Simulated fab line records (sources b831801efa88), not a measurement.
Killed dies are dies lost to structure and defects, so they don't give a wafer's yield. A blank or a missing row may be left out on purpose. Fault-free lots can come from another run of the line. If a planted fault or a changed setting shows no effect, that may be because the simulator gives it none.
One fault through the eyes of 2 desks :: flow sky130 :: every desk sees just its own numbers, and what lay behind them comes last

== FROM THE METROLOGY DESK ==
What the gauges read for every lot (on any tool): the sampled wafers with a number, averaged. Any lot whose mean is over 4 standard deviations away from the usual mean is out of limits and marked OUT; that distance is given in the brackets.
Columns: A = POLY_GATE_TW at SKY_RES_PROTECT_TW_MEAS_08, usual 4043; B = POLY_GATE_CVD_03_THK at SKY_POLY_GATE_THK_MEAS_04, usual 75.0 nm; C = cd-nm at SKY_POLY_GATE_CD_MEAS_13, usual 150.3 nm
lot: L579
first seen here: day 15 07:43
A: 4020
B: 74.2
C: 150.6

lot: L582
first seen here: day 16 04:27
A: 4051
B: 75.6
C: -

lot: L583
first seen here: day 17 00:03
A: 4065
B: 73.9
C: -

lot: L595
first seen here: day 21 11:16
A: 4016
B: 75.2
C: 151.2

lot: L596
first seen here: day 21 18:15
A: 4074
B: 75.7
C: 148.6

lot: L599
first seen here: day 22 14:45
A: 4019
B: 75.5
C: 150.6
Finding of this desk: none of the 6 lots has anything out of limits.

== TOOL OWNER'S DESK, litho-track-01 ==
The tool's own readings at SKY_POLY_GATE_DEVELOP_12 (develop time 60 s): means of the sampled wafers that have a number, for each lot that ran on this tool. Any lot whose mean is over 4 standard deviations away from the usual mean is out of limits and marked OUT; that distance is given in the brackets.
Columns: A = chill-plate-temp-C at SKY_POLY_GATE_DEVELOP_12, usual 22.99 C
lot: L579
first seen here: day 16 13:00
A: 23.01
This desk's finding: nothing out of limits on the one lot.

== TAKEN TOGETHER ==
At the metrology desk, nothing out of limits was observed.
The tool owner's desk saw nothing out of limits.

== WHAT THE SIMULATOR HAD INSERTED ==
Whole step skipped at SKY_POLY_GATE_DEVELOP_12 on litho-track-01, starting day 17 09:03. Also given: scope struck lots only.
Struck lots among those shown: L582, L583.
